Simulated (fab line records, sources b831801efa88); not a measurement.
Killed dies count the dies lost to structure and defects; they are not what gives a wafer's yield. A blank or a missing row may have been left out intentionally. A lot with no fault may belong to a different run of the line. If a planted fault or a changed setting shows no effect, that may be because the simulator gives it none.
2 desks, one fault :: flow gf180mcu :: every desk sees just its own numbers, and what lay behind them comes last

METROLOGY DESK
Lot by lot, what the gauges showed, no matter which tool ran the lot: averages of those sampled wafers that carry a number. The brackets show how far a lot's mean lies from the usual mean; more than 4 standard deviations puts the lot out of limits, marked OUT.
Columns: A = cd-nm at GF_V2_CD_MEAS_14, usual 260.2 nm; B = V2_OVL at GF_V2_OVL_MEAS_15, usual -2 nm
lot: L797
first seen here: day 23 14:28
A: 260.5
B: 3

lot: L799
first seen here: day 24 06:06
A: 260.2
B: -1

lot: L804
first seen here: day 25 15:20
A: 259.5
B: 1

lot: L806
first seen here: day 26 06:40
A: 260.5
B: -3

lot: L813
first seen here: day 28 02:28
A: 259.8
B: 6
This desk's finding: nothing out of limits on any of the 5 lots.

FOR THE TOOL OWNER'S DESK: pvd-sputter-01
The tool's own readings at GF_V2_SPUTTER_22 (material TiN, target thk 10 nm, time 40 s): means of the sampled wafers that have a number, for each lot that ran on this tool. The brackets show how far a lot's mean lies from the usual mean; more than 4 standard deviations puts the lot out of limits, marked OUT.
Columns: A = throttle-valve-pct at GF_V2_SPUTTER_22, usual 30.4 %
lot: L804
first seen here: day 25 16:11
A: 30.3

lot: L806
first seen here: day 26 07:31
A: 31.1
This desk's finding: nothing out of limits on any of the 2 lots.

PUT TOGETHER
The metrology desk saw nothing out of limits.
The tool owner's desk saw nothing out of limits.

WHAT THE SIMULATOR HAD PUT IN
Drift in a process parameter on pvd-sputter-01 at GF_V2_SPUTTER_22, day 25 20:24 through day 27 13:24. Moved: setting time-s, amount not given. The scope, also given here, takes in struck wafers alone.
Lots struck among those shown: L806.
